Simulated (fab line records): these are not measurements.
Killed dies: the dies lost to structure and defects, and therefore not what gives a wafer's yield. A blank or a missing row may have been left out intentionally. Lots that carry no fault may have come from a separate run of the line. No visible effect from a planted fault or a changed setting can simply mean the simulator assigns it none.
Problem report, 8D (eight disciplines) form, completed by code || flow sky130 || the parts of the form that need people (team, actions taken, sign-off) are left out

## 1. PROBLEM STATEMENT
SPACER_CVD_00_THK at SKY_SPACER_THK_MEAS_01 reads a mean of 79.4 nm on 6 wafers of 2 lots; wafers without a fault read 43.0 nm with a standard deviation of 0.43. That puts it +85 standard deviations away from the usual mean.
The first sign was on wafer L823.2 at day 27 08:49, on filmMetro-02. The record holds 36 wafers of 12 lots with a number at this step. The rule behind "out" and "out of limits": a value lying over 4 standard deviations away from the usual mean. The other wafers with a number count as sound.

## 2. WHAT IT IS AND WHAT IT IS NOT
{"question": "which readings at this step", "is": "SPACER_CVD_00_THK", "is not": "-"}
{"question": "which lots", "is": "L823, L824", "is not": "L811, L812, L813, L814, L816, L817, L820, L832, L833, L834"}
{"question": "which wafers of those lots", "is": "all that have a number", "is not": "-"}
{"question": "read on which gauges", "is": "filmMetro-01, filmMetro-02", "is not": "filmMetro-03"}
{"question": "when", "is": "from day 27 08:49", "is not": "up to then (21 sound wafers); but 9 sound wafers of L832, L833, L834 came after"}

## 3. THE SUSPECTS, EACH WITH WHAT RULES IT OUT
Counting: a tool at a process step up to the reading stays a suspect if it ran every lot that is out and no sound lot after the first of them.
- ruled out: the gauge at SKY_SPACER_THK_MEAS_01. Those wafers that are out were read across 2 gauges (filmMetro-01, filmMetro-02).
- lpcvd-02 at SKY_SPACER_CVD_00 (deposits Si3N4 from DCS/NH3, target thk 43.1 nm, time 740 s): ruled out as a lasting fault. Following L823 (day 27 07:37), the first lot on it that is out, the sound lots L832, L833, L834 were run on it.
Left after counting: nothing in the record.

## 4. THE CAUSE (what the simulator had put in)
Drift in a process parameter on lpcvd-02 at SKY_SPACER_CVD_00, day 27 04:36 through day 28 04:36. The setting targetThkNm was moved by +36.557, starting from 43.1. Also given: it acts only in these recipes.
It was ruled out by counting, in error; the rule expects a fault to strike all lots run on its tool from its start on, and this fault did not.

## 5. THE CHAIN OF EFFECTS, in route order
Rows list readings where the struck wafers' mean (over those with a number) sits beyond 3 standard deviations from the usual. Only readings for which the record gives a usual standard deviation are gone through. hours: the time from each lot's start at the first step in this table that gives one to its start at this step, as a median over the lots. sigmas: the change in usual standard deviations.
{"hours": 0, "step": "SKY_SPACER_THK_MEAS_01", "reading": "SPACER_CVD_00_THK", "usual": "43.0 nm", "on struck wafers": 79.4, "change": "+36.4", "sigmas": "+85"}
{"hours": 0, "step": "SKY_SPACER_ETCHBACK_02", "reading": "oesProductAu", "usual": "0.854 a.u.", "on struck wafers": 0.990, "change": "+0.136", "sigmas": "+22"}
{"hours": 513, "step": "SKY_PAD_OPEN_PROBE_99", "reading": "killedAtFrontEnd", "usual": 15, "on struck wafers": 416, "change": "+400", "sigmas": "+98"}
{"hours": 513, "step": "SKY_PAD_OPEN_PROBE_99", "reading": "killedDies", "usual": 86, "on struck wafers": 492, "change": "+406", "sigmas": "+46"}
{"hours": 513, "step": "SKY_PAD_OPEN_PROBE_99", "reading": "killedOnRim", "usual": 17, "on struck wafers": 96, "change": "+79", "sigmas": "+23"}
Here are the process steps it includes:
- SKY_SPACER_ETCHBACK_02: etches Si3N4 in CH3F/O2, stops on SiO2, time 46.7 s, target depth 45 nm.
- SKY_PAD_OPEN_PROBE_99

## 6. HOW IT WOULD HAVE BEEN CAUGHT EARLIER
Counted from the fault's start at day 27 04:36, it took 4 hours until the first out-of-limits reading at a measuring or inspecting step in this record, taken at day 27 08:49.
Tool readings at SKY_SPACER_CVD_00 with a usual standard deviation given in the record: none out on any struck wafer, hence no alarm at a limit of 4 standard deviations on them.
